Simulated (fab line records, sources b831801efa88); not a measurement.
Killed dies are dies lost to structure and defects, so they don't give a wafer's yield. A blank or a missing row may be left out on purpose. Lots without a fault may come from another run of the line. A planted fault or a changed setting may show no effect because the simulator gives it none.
Which tool did it? | flow gf180mcu | 14 lots, 42 wafers sampled, at 1 step of a route of 602

WHAT THE GAUGES READ, wafer by wafer
GF_VT_IMPLANT_TW_MEAS_43.
lot  | measured     | on            | VT_IMPLANT_4_TW
L325 | day 7 10:01  | film_metro-04 | 690 688 689
L326 | day 7 17:03  | film_metro-04 | 687 687 684
L329 | day 8 15:08  | film_metro-01 | 683 685 687
L332 | day 9 11:28  | film_metro-01 | 686 686 687
L333 | day 10 01:10 | film_metro-01 | 685 683 684
L334 | day 10 14:30 | film_metro-01 | 683 687 682
L335 | day 10 15:47 | film_metro-03 | 692 694 690
L336 | day 11 02:05 | film_metro-04 | 696 694 693
L337 | day 11 03:22 | film_metro-01 | 686 686 683
L338 | day 11 13:40 | film_metro-01 | 686 685 684
L343 | day 12 14:31 | film_metro-04 | 694 693 694
L344 | day 13 07:34 | film_metro-04 | 689 693 689
L345 | day 13 08:13 | film_metro-03 | 695 696 697
L348 | day 14 00:37 | film_metro-04 | 692 697 692

WHICH TOOL RAN EACH LOT (tool, then ch and the chambers of the sampled wafers, then the start)
The record holds no process step before these readings.

WHAT THE TOOLS THEMSELVES READ (means of the sampled wafers that have a number; where no wafer has one, the mark that the record gives instead)
The record holds no such reading with a usual standard deviation.

THE ANSWER, worked out from the rows above alone
Rule: what is usual is taken from the lots themselves. Put in order of their means at a reading, lots are off if they are a third of the lots or fewer, leave a main group of 4 or more, and stand apart from it by a gap of 3 or more times the standard deviation of the main group's means; of several such gaps the widest counts. A main group whose means are all the same, to the digits that the tables above print for the reading, isn't used. A lot without any number at a reading at which 4 lots or more have one is off too. The other lots that the step has rows for count as sound. The gauges are gone through in route order, then the tools' own readings, and for those a lot's mean is taken as printed above. The first step at which some lot is off is used, and at that step the reading that is off furthest; a lot without a number counts as furthest.
No lot is off at any reading shown: from this, nothing can be told.

WHAT THE SIMULATOR HAD PUT IN
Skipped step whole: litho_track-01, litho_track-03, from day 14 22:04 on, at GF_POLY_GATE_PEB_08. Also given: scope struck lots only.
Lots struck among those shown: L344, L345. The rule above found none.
